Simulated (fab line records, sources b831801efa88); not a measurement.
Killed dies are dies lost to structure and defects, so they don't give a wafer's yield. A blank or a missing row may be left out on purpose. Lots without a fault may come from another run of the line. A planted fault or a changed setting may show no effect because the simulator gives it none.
Chamber matching | flow gf180mcu | GF_PASSIVATION_ETCH_11 on rie_diel-02: 4 sister chambers
The step etches the open film in CF4/O2, stops on TiN, target depth 2040 nm, time 453.3 s. 4 wafers are shown with their chamber, then 10 later ones without.

WAFERS WITH THEIR CHAMBER
wafer  | chamber | drypump_motor_current_A (A)
L088.1 | 1       | 5.8
L088.2 | 2       | 4.8
L088.3 | 3       | 5.6
L088.5 | 0       | 4.9

WAFERS WITHOUT THEIR CHAMBER
wafer  | drypump_motor_current_A (A)
L088.6 | 5.7
L090.1 | 4.8
L090.2 | 4.9
L090.3 | 5.8
L090.4 | 5.7
L090.5 | 5.7
L090.6 | 4.9
L094.1 | 5.7
L094.3 | 4.8
L094.6 | 4.9

WHICH CHAMBER EACH WENT THROUGH
wafer  | from the rows above     | in truth
L088.6 | can't be placed: 1 or 3 | 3
L090.1 | can't be placed: 2 or 0 | 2
L090.2 | can't be placed: 0 or 2 | 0
L090.3 | 1                       | 1
L090.4 | can't be placed: 1 or 3 | 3
L090.5 | can't be placed: 1 or 3 | 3
L090.6 | can't be placed: 0 or 2 | 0
L094.1 | can't be placed: 1 or 3 | 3
L094.3 | can't be placed: 2 or 0 | 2
L094.6 | can't be placed: 0 or 2 | 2
Placed correctly: 1 of 10. Can't be placed from these rows: 9 (the true chamber is among the candidates in 9). Placed wrongly: 0.
How it was worked out, from the rows above alone: a wafer's distance from a chamber is the root of the sum, over the readings, of the square of ((its reading less the chamber's mean) divided by the reading's scatter). The wafer belongs to the nearest chamber; if the next one is less than 2 further off, it can't be placed. A chamber's mean is the mean of its shown wafers. The scatter: with one shown wafer a chamber, the root of the mean of the squares of how far each hidden wafer lies from its nearest shown one.
